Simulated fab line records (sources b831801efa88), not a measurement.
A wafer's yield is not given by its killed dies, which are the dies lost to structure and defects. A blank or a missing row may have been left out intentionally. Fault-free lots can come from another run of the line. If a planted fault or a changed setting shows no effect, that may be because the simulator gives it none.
Which tool did it? + flow sky130 + 14 lots with 42 wafers sampled at 3 steps, on a route of 708 steps

WHAT THE GAUGES READ, wafer by wafer
SKY_POLY_CUT_OVL_MEAS_09.
| lot  | measured     | on         | POLY_CUT_OVL (nm) |
|------|--------------|------------|-------------------|
| L569 | day 23 23:41 | overlay-01 | 1 6 6             |
| L570 | day 25 12:44 | overlay-01 | -7 -5 4           |
| L571 | day 25 12:53 | overlay-02 | 10 14 4           |
| L572 | day 25 14:23 | overlay-02 | 6 6 2             |
| L575 | day 26 03:56 | overlay-01 | 7 5 6             |
| L577 | day 27 07:44 | overlay-01 | 4 0 10            |
| L579 | day 27 11:11 | overlay-02 | 2 -3 4            |
| L581 | day 28 11:08 | overlay-02 | 8 10 10           |
| L587 | day 30 07:08 | overlay-01 | -4 -7 -1          |
| L588 | day 30 22:44 | overlay-02 | -1 0 1            |
| L589 | day 31 11:56 | overlay-02 | 8 5 3             |
| L590 | day 32 07:38 | overlay-02 | 9 4 10            |
| L592 | day 33 00:08 | overlay-02 | 3 0 4             |
| L591 | day 33 02:32 | overlay-02 | 3 4 2             |

SKY_SD_P_OVL_MEAS_08.
| lot  | measured     | on         | SD_P_OVL (nm) |
|------|--------------|------------|---------------|
| L569 | day 25 05:32 | overlay-01 | 0.6 -0.7 -0.2 |
| L570 | day 26 18:30 | overlay-01 | 0.3 -0.5 1.4  |
| L571 | day 26 18:36 | overlay-01 | 0.9 -0.3 1.0  |
| L572 | day 26 19:35 | overlay-01 | 1.3 0.8 0.4   |
| L575 | day 27 09:43 | overlay-01 | 1.3 -0.9 0.6  |
| L577 | day 28 11:32 | overlay-02 | 0.7 -0.8 1.1  |
| L579 | day 28 15:09 | overlay-02 | 0.5 -1.1 0.6  |
| L581 | day 29 15:50 | overlay-02 | 1.4 2.7 1.7   |
| L587 | day 31 10:42 | overlay-02 | 3.5 1.6 1.1   |
| L588 | day 32 02:29 | overlay-02 | 0.6 0.5 -0.2  |
| L589 | day 32 15:17 | overlay-02 | 1.9 1.7 0.9   |
| L590 | day 33 09:53 | overlay-01 | -0.8 0.4 -1.1 |
| L592 | day 34 02:11 | overlay-02 | 1.2 0.2 1.9   |
| L591 | day 34 05:29 | overlay-02 | 1.4 0.9 2.4   |

WHAT TOOL EACH LOT RAN ON (gives the tool, then ch and the chambers of the sampled wafers, and finally the start)
| lot  | SKY_RES_PROTECT_PEB_05            |
|------|-----------------------------------|
| L569 | litho track-01 ch 0, day 14 23:37 |
| L570 | litho track-04 ch 0, day 16 02:59 |
| L571 | litho track-04 ch 0, day 16 05:55 |
| L572 | litho track-04 ch 0, day 16 07:58 |
| L575 | litho track-02 ch 0, day 17 01:40 |
| L577 | litho track-01 ch 0, day 18 03:35 |
| L579 | litho track-04 ch 0, day 18 09:10 |
| L581 | litho track-04 ch 0, day 19 10:29 |
| L587 | litho track-02, day 21 11:07      |
| L588 | litho track-01, day 22 00:55      |
| L589 | litho track-04 ch 0, day 22 18:40 |
| L590 | litho track-02 ch 0, day 23 15:58 |
| L592 | litho track-04 ch 0, day 24 09:16 |
| L591 | litho track-01 ch 0, day 24 11:46 |
- SKY_RES_PROTECT_PEB_05

AS READ BY THE TOOLS THEMSELVES (means over the sampled wafers that have a number; for cases with no such wafer, the mark the record gives instead)
SKY_RES_PROTECT_PEB_05.
| lot  | tool           | exhaust pa (Pa) |
|------|----------------|-----------------|
| L569 | litho track-01 | 45.4            |
| L570 | litho track-04 | 44.3            |
| L571 | litho track-04 | 44.5            |
| L572 | litho track-04 | 44.7            |
| L575 | litho track-02 | 44.4            |
| L577 | litho track-01 | 45.2            |
| L579 | litho track-04 | 43.9            |
| L581 | litho track-04 | 45.0            |
| L587 | litho track-02 | -               |
| L588 | litho track-01 | -               |
| L589 | litho track-04 | 43.1            |
| L590 | litho track-02 | 45.7            |
| L592 | litho track-04 | 45.4            |
| L591 | litho track-01 | 45.2            |

THE ANSWER, worked out from the rows above alone
Rule: what is usual is taken from the lots themselves. Put in order of their means at a reading, lots are off if they are a third of the lots or fewer, leave a main group of 4 or more, and stand apart from it by a gap of 3 or more times the standard deviation of the main group's means; of several such gaps the widest counts. If all means in a main group match to the digits the tables above print for the reading, that group is not used. Also off: a lot with no number at a reading for which 4 or more lots have one. The other lots that the step has rows for count as sound. First the gauges in route order, then the tools' own readings, where a lot's mean is used as printed above. At the first step where some lot is off, the reading lying furthest off is the one used; lots without a number count as furthest.
Off: L587, L588, at SKY_RES_PROTECT_PEB_05 (exhaust pa). Without a number there: L587, L588. For the main group the mean is 44.7 Pa and the standard deviation 0.71.
If a tool, at that step or one of the process steps before it, ran each lot that is off and ran no sound lot following the first of them, it fits. None of those tried fits.

WHAT THE SIMULATOR PUT IN
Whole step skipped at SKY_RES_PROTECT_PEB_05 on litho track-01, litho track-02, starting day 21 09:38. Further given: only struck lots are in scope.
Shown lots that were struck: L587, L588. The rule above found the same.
